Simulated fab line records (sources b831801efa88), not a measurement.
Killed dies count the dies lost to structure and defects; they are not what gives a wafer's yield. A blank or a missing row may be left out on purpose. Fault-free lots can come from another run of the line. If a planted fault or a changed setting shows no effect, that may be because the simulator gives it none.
Matching of chambers :: flow gf180mcu :: GF_PASSIVATION_ETCH_11 on rie_diel-03 has 4 sister chambers
The step etches the open film in CF4/O2, stops on TiN, target depth 1800 nm, time 400 s. 18 wafers are shown with their chamber, then 9 later ones without.

## WAFERS PAIRED WITH THEIR CHAMBERS
wafer: L074.2
chamber: 2
drypump_motor_current_A (A): 5.3
cf4_flow_sccm (sccm): 79.84
oes_product_au (a.u.): 0.950

wafer: L074.5
chamber: 0
drypump_motor_current_A (A): 5.4
cf4_flow_sccm (sccm): 79.64
oes_product_au (a.u.): 0.964

wafer: L074.6
chamber: 1
drypump_motor_current_A (A): 5.5
cf4_flow_sccm (sccm): 80.02
oes_product_au (a.u.): 0.955

wafer: L076.1
chamber: 1
drypump_motor_current_A (A): 5.5
cf4_flow_sccm (sccm): 80.25
oes_product_au (a.u.): 0.965

wafer: L076.3
chamber: 0
drypump_motor_current_A (A): 5.4
cf4_flow_sccm (sccm): 79.88
oes_product_au (a.u.): 0.970

wafer: L076.6
chamber: 2
drypump_motor_current_A (A): 5.3
cf4_flow_sccm (sccm): 79.83
oes_product_au (a.u.): 0.985

wafer: L077.1
chamber: 0
drypump_motor_current_A (A): 5.3
cf4_flow_sccm (sccm): 79.71
oes_product_au (a.u.): 0.954

wafer: L077.2
chamber: 1
drypump_motor_current_A (A): 5.5
cf4_flow_sccm (sccm): 79.80
oes_product_au (a.u.): 0.958

wafer: L077.3
chamber: 2
drypump_motor_current_A (A): 5.4
cf4_flow_sccm (sccm): 79.99
oes_product_au (a.u.): 0.963

wafer: L082.1
chamber: 2
drypump_motor_current_A (A): 5.4
cf4_flow_sccm (sccm): 80.16
oes_product_au (a.u.): 0.950

wafer: L082.3
chamber: 1
drypump_motor_current_A (A): 5.5
cf4_flow_sccm (sccm): 80.14
oes_product_au (a.u.): 0.952

wafer: L082.4
chamber: 3
drypump_motor_current_A (A): 5.2
cf4_flow_sccm (sccm): 79.66
oes_product_au (a.u.): 0.968

wafer: L086.1
chamber: 3
drypump_motor_current_A (A): 5.2
cf4_flow_sccm (sccm): 79.77
oes_product_au (a.u.): 0.967

wafer: L086.4
chamber: 1
drypump_motor_current_A (A): 5.5
cf4_flow_sccm (sccm): 79.82
oes_product_au (a.u.): 0.976

wafer: L086.5
chamber: 0
drypump_motor_current_A (A): 5.4
cf4_flow_sccm (sccm): 80.28
oes_product_au (a.u.): 0.970

wafer: L090.1
chamber: 2
drypump_motor_current_A (A): 5.4
cf4_flow_sccm (sccm): 79.96
oes_product_au (a.u.): 0.962

wafer: L090.3
chamber: 0
drypump_motor_current_A (A): 5.4
cf4_flow_sccm (sccm): 80.23
oes_product_au (a.u.): 0.961

wafer: L090.4
chamber: 1
drypump_motor_current_A (A): 5.5
cf4_flow_sccm (sccm): 80.19
oes_product_au (a.u.): 0.967

SIGNATURES (means of the wafers above)
reading: drypump_motor_current_A
chamber 0: 5.380
chamber 1: 5.500
chamber 2: 5.360
chamber 3: 5.200
scatter within a chamber: 0.0378

reading: cf4_flow_sccm
chamber 0: 79.9480
chamber 1: 80.0367
chamber 2: 79.9560
chamber 3: 79.7150
scatter within a chamber: 0.208

reading: oes_product_au
chamber 0: 0.96380
chamber 1: 0.96217
chamber 2: 0.96200
chamber 3: 0.96750
scatter within a chamber: 0.00998
Rule: distance of a wafer from a chamber = root of the sum over the readings of ((wafer's reading minus chamber's mean) / reading's scatter) squared. The wafer belongs to the nearest chamber; if the next one is less than 2 further off, it can't be placed. The scatter is the square root of a quotient: the sum, over the shown wafers, of each reading's squared deviation from its chamber's mean, divided by wafers minus chambers.

## WAFERS WITH NO CHAMBER GIVEN
wafer: L092.3
drypump_motor_current_A (A): 5.4
cf4_flow_sccm (sccm): 80.21
oes_product_au (a.u.): 0.950

wafer: L092.5
drypump_motor_current_A (A): 5.2
cf4_flow_sccm (sccm): 79.90
oes_product_au (a.u.): 0.964

wafer: L092.6
drypump_motor_current_A (A): 5.4
cf4_flow_sccm (sccm): 80.16
oes_product_au (a.u.): 0.962

wafer: L093.1
drypump_motor_current_A (A): 5.3
cf4_flow_sccm (sccm): 79.93
oes_product_au (a.u.): 0.954

wafer: L093.5
drypump_motor_current_A (A): 5.2
cf4_flow_sccm (sccm): 79.76
oes_product_au (a.u.): 0.961

wafer: L093.6
drypump_motor_current_A (A): 5.4
cf4_flow_sccm (sccm): 80.17
oes_product_au (a.u.): 0.971

wafer: L096.1
drypump_motor_current_A (A): 5.2
cf4_flow_sccm (sccm): 80.07
oes_product_au (a.u.): 0.947

wafer: L096.2
drypump_motor_current_A (A): 5.4
cf4_flow_sccm (sccm): 80.05
oes_product_au (a.u.): 0.963

wafer: L096.4
drypump_motor_current_A (A): 5.5
cf4_flow_sccm (sccm): 79.79
oes_product_au (a.u.): 0.961

## CHAMBER TAKEN BY EACH
wafer: L092.3
from the rows above: can't be placed: 0 or 2 or 1
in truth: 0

wafer: L092.5
from the rows above: 3
in truth: 3

wafer: L092.6
from the rows above: can't be placed: 0 or 2 or 1
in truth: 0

wafer: L093.1
from the rows above: can't be placed: 2 or 0 or 3
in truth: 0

wafer: L093.5
from the rows above: 3
in truth: 3

wafer: L093.6
from the rows above: can't be placed: 0 or 2 or 1
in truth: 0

wafer: L096.1
from the rows above: can't be placed: 3 or 2
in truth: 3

wafer: L096.2
from the rows above: can't be placed: 0 or 2 or 1
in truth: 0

wafer: L096.4
from the rows above: 1
in truth: 1
Correctly placed: 3 of 9. Cannot be placed on the basis of these rows: 6; the candidates contain the true chamber in 6. 0 placed wrongly.
